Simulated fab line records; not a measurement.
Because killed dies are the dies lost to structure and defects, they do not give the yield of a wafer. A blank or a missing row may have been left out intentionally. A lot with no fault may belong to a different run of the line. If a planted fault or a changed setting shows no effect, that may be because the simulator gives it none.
Which tool was responsible? || flow gf180mcu || 13 lots, 39 wafers sampled, at 3 steps of a route of 602

## WHAT EACH GAUGE READ, for each wafer
GF_V5_THK_MEAS_25: measures by xrf. Usual: V5_W_THK gives 341 nm (standard deviation 3.9).
{"lot": "L275", "measured": "day 27 13:33", "on": "film_metro-02", "V5_W_THK (nm)": "340 341 340", "flag": ""}
{"lot": "L276", "measured": "day 27 21:44", "on": "film_metro-03", "V5_W_THK (nm)": "342 340 340", "flag": ""}
{"lot": "L277", "measured": "day 28 06:05", "on": "film_metro-03", "V5_W_THK (nm)": "339 340 340", "flag": ""}
{"lot": "L278", "measured": "day 28 05:45", "on": "film_metro-01", "V5_W_THK (nm)": "335 341 339", "flag": ""}
{"lot": "L279", "measured": "day 28 20:56", "on": "film_metro-01", "V5_W_THK (nm)": "345 344 346", "flag": ""}
{"lot": "L280", "measured": "day 28 23:07", "on": "film_metro-01", "V5_W_THK (nm)": "342 344 343", "flag": ""}
{"lot": "L282", "measured": "day 29 21:26", "on": "film_metro-03", "V5_W_THK (nm)": "344 346 343", "flag": ""}
{"lot": "L284", "measured": "day 29 23:33", "on": "film_metro-01", "V5_W_THK (nm)": "341 344 344", "flag": ""}
{"lot": "L293", "measured": "day 32 12:01", "on": "film_metro-02", "V5_W_THK (nm)": "335 340 334", "flag": ""}
{"lot": "L294", "measured": "day 32 21:55", "on": "film_metro-03", "V5_W_THK (nm)": "340 338 346", "flag": ""}
{"lot": "L295", "measured": "day 32 23:13", "on": "film_metro-01", "V5_W_THK (nm)": "344 342 343", "flag": ""}
{"lot": "L296", "measured": "day 33 04:24", "on": "film_metro-01", "V5_W_THK (nm)": "337 335 339", "flag": ""}
{"lot": "L298", "measured": "day 33 20:47", "on": "film_metro-02", "V5_W_THK (nm)": "341 342 338", "flag": ""}

## EACH LOT AND THE TOOL THAT RAN IT (in order: tool; ch and the chambers of the sampled wafers; start)
{"lot": "L275", "GF_V3_ETCH_17": "rie_diel-03 ch 0,3, day 22 18:00", "GF_V5_SPUTTER_22": "pvd_sputter-02, day 27 13:17"}
{"lot": "L276", "GF_V3_ETCH_17": "rie_diel-02 ch 0,1,3, day 23 03:00", "GF_V5_SPUTTER_22": "pvd_sputter-04, day 27 21:28"}
{"lot": "L277", "GF_V3_ETCH_17": "rie_diel-04 ch 0,2,3, day 23 11:00", "GF_V5_SPUTTER_22": "pvd_sputter-02, day 28 05:48"}
{"lot": "L278", "GF_V3_ETCH_17": "rie_diel-03 ch 1,2,3, day 23 12:00", "GF_V5_SPUTTER_22": "pvd_sputter-03, day 28 05:29"}
{"lot": "L279", "GF_V3_ETCH_17": "rie_diel-03 ch 0,3, day 24 04:00", "GF_V5_SPUTTER_22": "pvd_sputter-02, day 28 20:32"}
{"lot": "L280", "GF_V3_ETCH_17": "rie_diel-04 ch 0,1,3, day 24 08:00", "GF_V5_SPUTTER_22": "pvd_sputter-02, day 28 22:50"}
{"lot": "L282", "GF_V3_ETCH_17": "rie_diel-03 ch 0,1,3, day 25 03:00", "GF_V5_SPUTTER_22": "pvd_sputter-03, day 29 21:10"}
{"lot": "L284", "GF_V3_ETCH_17": "rie_diel-03 ch 0,1,2, day 25 12:00", "GF_V5_SPUTTER_22": "pvd_sputter-04, day 29 23:15"}
{"lot": "L293", "GF_V3_ETCH_17": "rie_diel-04 ch 0,1,2, day 28 10:00", "GF_V5_SPUTTER_22": "pvd_sputter-04, day 32 11:44"}
{"lot": "L294", "GF_V3_ETCH_17": "rie_diel-02 ch 0,2,3, day 28 20:00", "GF_V5_SPUTTER_22": "pvd_sputter-02, day 32 21:38"}
{"lot": "L295", "GF_V3_ETCH_17": "rie_diel-04 ch 1,2,3, day 28 22:00", "GF_V5_SPUTTER_22": "pvd_sputter-03, day 32 22:56"}
{"lot": "L296", "GF_V3_ETCH_17": "rie_diel-04 ch 1,3, day 29 03:00", "GF_V5_SPUTTER_22": "pvd_sputter-02, day 33 04:07"}
{"lot": "L298", "GF_V3_ETCH_17": "rie_diel-02 ch 0,3, day 29 23:00", "GF_V5_SPUTTER_22": "pvd_sputter-04, day 33 20:29"}
- GF_V3_ETCH_17: etches SiO2 in C4F8/O2/Ar, stops on TiN, target depth 635 nm.
- GF_V5_SPUTTER_22: material TiN, target thk 10 nm, time 40 s.

## WHAT THE TOOLS THEMSELVES READ (means of the sampled wafers that have a number; where no wafer has one, the mark that the record gives instead)
GF_V3_ETCH_17. Usual: oes_product_au 0.856 a.u., standard deviation 0.0043; rf_fwd_power_W 1493 W, standard deviation 5.1.
{"lot": "L275", "tool": "rie_diel-03", "oes_product_au (a.u.)": 0.854, "rf_fwd_power_W (W)": 1492, "flag": ""}
{"lot": "L276", "tool": "rie_diel-02", "oes_product_au (a.u.)": 0.852, "rf_fwd_power_W (W)": 1492, "flag": ""}
{"lot": "L277", "tool": "rie_diel-04", "oes_product_au (a.u.)": 0.854, "rf_fwd_power_W (W)": 1490, "flag": ""}
{"lot": "L278", "tool": "rie_diel-03", "oes_product_au (a.u.)": 0.858, "rf_fwd_power_W (W)": 1488, "flag": ""}
{"lot": "L279", "tool": "rie_diel-03", "oes_product_au (a.u.)": 0.858, "rf_fwd_power_W (W)": 1497, "flag": ""}
{"lot": "L280", "tool": "rie_diel-04", "oes_product_au (a.u.)": 0.854, "rf_fwd_power_W (W)": 1493, "flag": ""}
{"lot": "L282", "tool": "rie_diel-03", "oes_product_au (a.u.)": 0.852, "rf_fwd_power_W (W)": 1498, "flag": ""}
{"lot": "L284", "tool": "rie_diel-03", "oes_product_au (a.u.)": 0.858, "rf_fwd_power_W (W)": 1496, "flag": ""}
{"lot": "L293", "tool": "rie_diel-04", "oes_product_au (a.u.)": 0.856, "rf_fwd_power_W (W)": 1489, "flag": ""}
{"lot": "L294", "tool": "rie_diel-02", "oes_product_au (a.u.)": 0.854, "rf_fwd_power_W (W)": 1491, "flag": ""}
{"lot": "L295", "tool": "rie_diel-04", "oes_product_au (a.u.)": 0.854, "rf_fwd_power_W (W)": 1497, "flag": ""}
{"lot": "L296", "tool": "rie_diel-04", "oes_product_au (a.u.)": 0.855, "rf_fwd_power_W (W)": 1492, "flag": ""}
{"lot": "L298", "tool": "rie_diel-02", "oes_product_au (a.u.)": 0.856, "rf_fwd_power_W (W)": 1493, "flag": ""}

GF_V5_SPUTTER_22. Usual: 30.3 % for throttle_valve_pct, sd 0.67.
{"lot": "L275", "tool": "pvd_sputter-02", "throttle_valve_pct (%)": 30.1, "flag": ""}
{"lot": "L276", "tool": "pvd_sputter-04", "throttle_valve_pct (%)": 30.4, "flag": ""}
{"lot": "L277", "tool": "pvd_sputter-02", "throttle_valve_pct (%)": 29.9, "flag": ""}
{"lot": "L278", "tool": "pvd_sputter-03", "throttle_valve_pct (%)": 30.9, "flag": ""}
{"lot": "L279", "tool": "pvd_sputter-02", "throttle_valve_pct (%)": 30.0, "flag": ""}
{"lot": "L280", "tool": "pvd_sputter-02", "throttle_valve_pct (%)": 30.6, "flag": ""}
{"lot": "L282", "tool": "pvd_sputter-03", "throttle_valve_pct (%)": 30.7, "flag": ""}
{"lot": "L284", "tool": "pvd_sputter-04", "throttle_valve_pct (%)": 30.2, "flag": ""}
{"lot": "L293", "tool": "pvd_sputter-04", "throttle_valve_pct (%)": 30.0, "flag": ""}
{"lot": "L294", "tool": "pvd_sputter-02", "throttle_valve_pct (%)": 30.4, "flag": ""}
{"lot": "L295", "tool": "pvd_sputter-03", "throttle_valve_pct (%)": 30.3, "flag": ""}
{"lot": "L296", "tool": "pvd_sputter-02", "throttle_valve_pct (%)": 29.8, "flag": ""}
{"lot": "L298", "tool": "pvd_sputter-04", "throttle_valve_pct (%)": 30.7, "flag": ""}

## THE ANSWER, worked out from the rows above alone
Rule: lot off if the mean of its wafers having a number is beyond 3 standard deviations from the usual mean. A lot without any number at a reading at which 4 lots or more have one is off too. Where the step has rows for the other lots, those lots are counted as sound. After the gauges, taken in route order, come the tools' own readings; for these a lot's mean is taken, as printed above. The first step at which some lot is off is used, and at that step the reading that is off furthest; a lot without a number counts as furthest.
No lot is off on any of the readings shown, so nothing can be concluded from this.

## WHAT THE SIMULATOR PUT IN
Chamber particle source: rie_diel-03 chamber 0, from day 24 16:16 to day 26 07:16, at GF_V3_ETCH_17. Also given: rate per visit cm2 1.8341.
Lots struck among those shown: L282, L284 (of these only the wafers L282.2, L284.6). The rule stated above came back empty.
